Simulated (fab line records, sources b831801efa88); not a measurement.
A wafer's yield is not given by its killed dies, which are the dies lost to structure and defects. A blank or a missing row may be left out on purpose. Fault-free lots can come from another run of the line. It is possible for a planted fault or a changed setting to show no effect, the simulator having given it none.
The same fault as seen by 2 desks	flow sky130	every desk sees just its own numbers, and what lay behind them comes last

AT THE METROLOGY DESK
What the gauges read for every lot (on any tool): the sampled wafers with a number, averaged. If a lot's mean is further than 4 standard deviations from the usual mean, the lot is out of limits and carries the mark OUT (the distance appears in the brackets).
Columns: A = LI_CONTACT_W_THK at SKY_LI_CONTACT_THK_MEAS_23, usual 410 nm
lot	first seen here	A
L738	day 29 05:13	413
L739	day 29 07:51	425
L740	day 29 21:38	412
L741	day 30 04:57	405
L743	day 30 20:41	396
L744	day 31 05:34	407
L745	day 31 13:48	411
L754	day 34 14:37	422
L757	day 36 22:54	408
L758	day 37 00:02	410
L756	day 37 01:43	411
L759	day 37 06:23	407
This desk's finding: nothing out of limits on any of the 12 lots.

TOOL OWNER'S DESK, rie_diel-03
The tool's own readings at SKY_LI_CONTACT_ETCH_15 (etches PSG in C4F8/O2/Ar, stops on Si, target depth 600 nm): means of the sampled wafers that have a number, for each lot that ran on this tool. If a lot's mean is further than 4 standard deviations from the usual mean, the lot is out of limits and carries the mark OUT (the distance appears in the brackets).
Columns: A = oes_product_au at SKY_LI_CONTACT_ETCH_15, usual 0.837 a.u.; B = rf_fwd_power_W at SKY_LI_CONTACT_ETCH_15, usual 1493 W
lot	first seen here	A	B
L738	day 29 04:26	0.835	1494
L744	day 31 04:46	0.835	1494
L754	day 34 13:50	0.833	1490
This desk's finding: nothing out of limits on any of the 3 lots.

TAKEN TOGETHER
Metrology desk: nothing out of limits seen.
The desk of the tool owner found nothing out of limits.

WHAT WAS PUT IN BY THE SIMULATOR
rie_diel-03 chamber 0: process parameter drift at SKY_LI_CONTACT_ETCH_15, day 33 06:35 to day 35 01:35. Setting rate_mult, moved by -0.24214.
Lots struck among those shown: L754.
